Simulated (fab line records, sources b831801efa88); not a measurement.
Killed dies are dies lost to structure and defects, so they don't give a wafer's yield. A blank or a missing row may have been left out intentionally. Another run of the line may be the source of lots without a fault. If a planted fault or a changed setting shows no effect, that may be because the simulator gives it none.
Comparing a struck lot with a sound one | flow gf180mcu | 15 out of 602 route steps
Sound: the wafers L895.1, L895.5, L895.6. Struck: wafer L892.6; the same lot's L892.5 was not struck, so it is left out; see the end for the cause.
Order at every step that has rows: each side's tool, ch and its chambers, its first start. Under that, the readings that differ: sound wafers | struck wafers | difference of the means | sigmas: that difference in standard deviations of wafers without a fault.
alike: a reading whose means differ by less than 2 such deviations, as well as words and numbers matching on both sides. not compared: withheld readings; readings where some wafer has no value; bounds like >300 that might hide an equal value; numbers whose values overlap and for which the record gives no deviation.
A row with sigmas, a row that says differs or no value, or rows on one side alone: a step with any of these is where the two part. Non-overlapping numbers with no deviation appear without sigmas and do not part them. A reading that every wafer of one side lacks parts them only if that side has two wafers or more.

first, 3 steps without rows for these wafers: GF_CONTACT_EXPOSE_11 (exposes mask Contact, target cd 220 nm); GF_CONTACT_PEB_12 (peb time 90 s); GF_CONTACT_DEVELOP_13 (develop time 60 s).
GF_CONTACT_CD_MEAS_14 targets a cd of 220 nm.
  struck on cd_sem-02, day 22 00:23; sound on cd_sem-01, day 22 23:44
  alike: cd_nm
GF_CONTACT_OVL_MEAS_15:
  struck on overlay-02, day 22 00:27; sound on overlay-02, day 22 23:51
  alike: CONTACT_OVL
GF_CONTACT_ETCH_16: etches BARC in N2/H2.
  sound on rie_diel-03 ch 1,2,3, day 22 23:53; struck on rie_diel-03 ch 0, day 22 00:29
  reading               | sound             | struck | difference | sigmas
  oes_product_au (a.u.) | 0.857 0.868 0.859 | 0.846  | -0.015     | -3
  alike: drypump_motor_current_A, throttle_valve_pct
GF_CONTACT_ETCH_17: etches SiO2 in C4F8/O2/Ar, stops on CoSi2, target depth 860 nm.
  sound: rie_diel-03 ch 1,2,3; struck: rie_diel-03 ch 0
  alike: oes_product_au
GF_CONTACT_STRIP_18: strips in O2/N2.
  sound on plasma_asher-04 ch 0,1, day 23 00:03; struck on plasma_asher-04 ch 0, day 22 00:41
  alike: drypump_motor_current_A, heater_power_w, o2_flow_sccm, oes_product_au, platen_temp_c
  not compared: rf_hours_counter_h
then, 3 steps without rows for these wafers: GF_CONTACT_CLEAN_19 (cleans in SPM); GF_CONTACT_CLEAN_20 (cleans in DIW); GF_CONTACT_CLEAN_21 (cleans in dHF, time 20 s).
GF_CONTACT_SPUTTER_22: material Ti, target thk 15 nm, time 80.02 s.
  struck on pvd_sputter-02, day 22 00:57; sound on pvd_sputter-03, day 23 00:21
  alike: substrate_temp_c, throttle_valve_pct
GF_CONTACT_SPUTTER_23: material TiN, target thk 10 nm, time 40 s.
  struck on pvd_sputter-02, day 22 01:00; sound on pvd_sputter-03, day 23 00:25
  reading                                     | sound             | struck | difference | sigmas
  model.TiN_of_CONTACT_SPUTTER_23.thk_nm (nm) | 9.977 9.677 9.968 | 13.42  | +3.55      |
  alike: throttle_valve_pct
GF_CONTACT_CVD_24: deposits W, target thk 300 nm, time 90.339 s.
  sound on cvd_w-02 ch 0,1, day 23 00:27; struck on cvd_w-02 ch 1, day 22 01:05
  alike: heater_power_w
  not compared: since_wet_clean_h
-- the record jumps here: 12 days lie between the struck wafers' starts before and after (it left off in module CONTACT and takes up again in module PASSIVATION, whose first step shown is number 602 of the route) --
GF_PASSIVATION_PROBE_99:
  rows exist in the record for the struck wafers here (prober-02, day 33 17:01), but not for the sound ones

WHERE THEY PART
Earliest at GF_CONTACT_ETCH_16; latest, in this record, at GF_PASSIVATION_PROBE_99.

WHY: what had been put in by the simulator
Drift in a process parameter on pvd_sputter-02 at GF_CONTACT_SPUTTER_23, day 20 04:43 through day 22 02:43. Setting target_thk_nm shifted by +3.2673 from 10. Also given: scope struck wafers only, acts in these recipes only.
